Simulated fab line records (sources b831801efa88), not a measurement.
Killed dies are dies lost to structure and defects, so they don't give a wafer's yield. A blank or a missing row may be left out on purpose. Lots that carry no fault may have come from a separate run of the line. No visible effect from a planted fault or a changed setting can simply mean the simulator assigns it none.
Which of the tools did it? | flow sfq-line | 14 lots (42 wafers sampled), 1 step of a 325-step route

== WHAT THE GAUGES READ, wafer by wafer ==
The record lacks any reading of a measuring or inspecting step that a usual standard deviation could be used to judge.

== WHAT TOOL EACH LOT RAN ON (gives the tool, then ch and the chambers of the sampled wafers, and finally the start) ==
lot  | SFQ_TRILAYER_L0_ETCH_METAL_ETCH_008
L837 | rie-metal-04 ch 0,1, day 4 13:26
L838 | rie-metal-03 ch 0,1, day 4 20:38
L839 | rie-metal-04 ch 0,1, day 5 02:38
L841 | rie-metal-02 ch 0,1, day 5 17:02
L842 | rie-metal-04 ch 0, day 5 21:55
L844 | rie-metal-03 ch 0,1, day 6 07:28
L845 | rie-metal-04 ch 0,1, day 6 15:52
L848 | rie-metal-02 ch 0,1, day 7 05:20
L849 | rie-metal-03 ch 0,1, day 7 11:20
L851 | rie-metal-03 ch 0,1, day 7 22:07
L853 | rie-metal-04 ch 0,1, day 8 06:31
L854 | rie-metal-02 ch 1, day 8 11:23
L855 | rie-metal-04 ch 0,1, day 8 14:55
L858 | rie-metal-02 ch 1, day 9 09:55
- SFQ_TRILAYER_L0_ETCH_METAL_ETCH_008: etches MoNx KI in SF6/O2, stops on SiO2, target depth 50 nm, time 25 s.

== AS READ BY THE TOOLS THEMSELVES (means over the sampled wafers that have a number; for cases with no such wafer, the mark the record gives instead) ==
SFQ_TRILAYER_L0_ETCH_METAL_ETCH_008. Usual: bias-w 79.97 W, standard deviation 0.25; chamber-pressure-mTorr 10.000 mTorr, standard deviation 0.022; drypump-motor-current-A 5.7 A, standard deviation 0.35; oes-product-au 0.873 a.u., standard deviation 0.009.
lot  | tool         | bias-w (W) | chamber-pressure-mTorr (mTorr) | drypump-motor-current-A (A) | oes-product-au (a.u.) | flag
L837 | rie-metal-04 | 80.18      | 9.996                          | 5.3                         | 0.875                 |
L838 | rie-metal-03 | 80.09      | 10.000                         | 5.9                         | 0.877                 |
L839 | rie-metal-04 | 79.58      | 10.000                         | 5.3                         | 0.880                 |
L841 | rie-metal-02 | 79.91      | 10.001                         | 5.6                         | 0.878                 |
L842 | rie-metal-04 | 79.90      | 9.999                          | 5.0                         | 0.876                 |
L844 | rie-metal-03 | 80.21      | 9.991                          | 5.9                         | 0.869                 |
L845 | rie-metal-04 | 80.05      | 9.999                          | 5.5                         | 0.879                 |
L848 | rie-metal-02 | 79.85      | 10.005                         | 5.7                         | 0.874                 |
L849 | rie-metal-03 | 84.00      | 9.997                          | 5.9                         | 0.867                 | OFF
L851 | rie-metal-03 | 88.18      | 9.986                          | 5.9                         | 0.870                 | OFF
L853 | rie-metal-04 | 79.73      | 9.998                          | 5.5                         | 0.880                 |
L854 | rie-metal-02 | 79.96      | 9.990                          | 5.8                         | 0.871                 |
L855 | rie-metal-04 | 80.13      | 10.002                         | 5.5                         | 0.870                 |
L858 | rie-metal-02 | 80.20      | 10.004                         | 5.7                         | 0.867                 |

== THE ANSWER, worked out from the rows above alone ==
Rule: a lot counts as off when the mean over its wafers that have a number is more than 3 standard deviations away from the usual mean. Also off: a lot with no number at a reading for which 4 or more lots have one. All remaining lots with rows at the step are treated as sound. The gauges are gone through in route order, then the tools' own readings, and for those a lot's mean is taken as printed above. The first step at which some lot is off is used, and at that step the reading that is off furthest; a lot without a number counts as furthest.
Off: L849, L851 (SFQ_TRILAYER_L0_ETCH_METAL_ETCH_008, bias-w).
A tool fits if, at that step or a process step before it, it ran every lot that is off, and no sound lot after the first of them. One fits: SFQ_TRILAYER_L0_ETCH_METAL_ETCH_008 on rie-metal-03. A fault onset in the window from L844 (day 6 07:28, its last sound lot) to L849 (day 7 11:20, its first lot off) fits.
On the lots that are off, the tool's own readings at SFQ_TRILAYER_L0_ETCH_METAL_ETCH_008 differ by more than 5 times the standard deviation of the sound lots' means, which bears it out; bias-w reads 86.09 W there versus 79.98 W on the sound lots.

== WHAT THE SIMULATOR PUT IN ==
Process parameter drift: rie-metal-03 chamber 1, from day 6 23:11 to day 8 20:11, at SFQ_TRILAYER_L0_ETCH_METAL_ETCH_008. From 80, the setting bias-w moved by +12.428. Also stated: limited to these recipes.
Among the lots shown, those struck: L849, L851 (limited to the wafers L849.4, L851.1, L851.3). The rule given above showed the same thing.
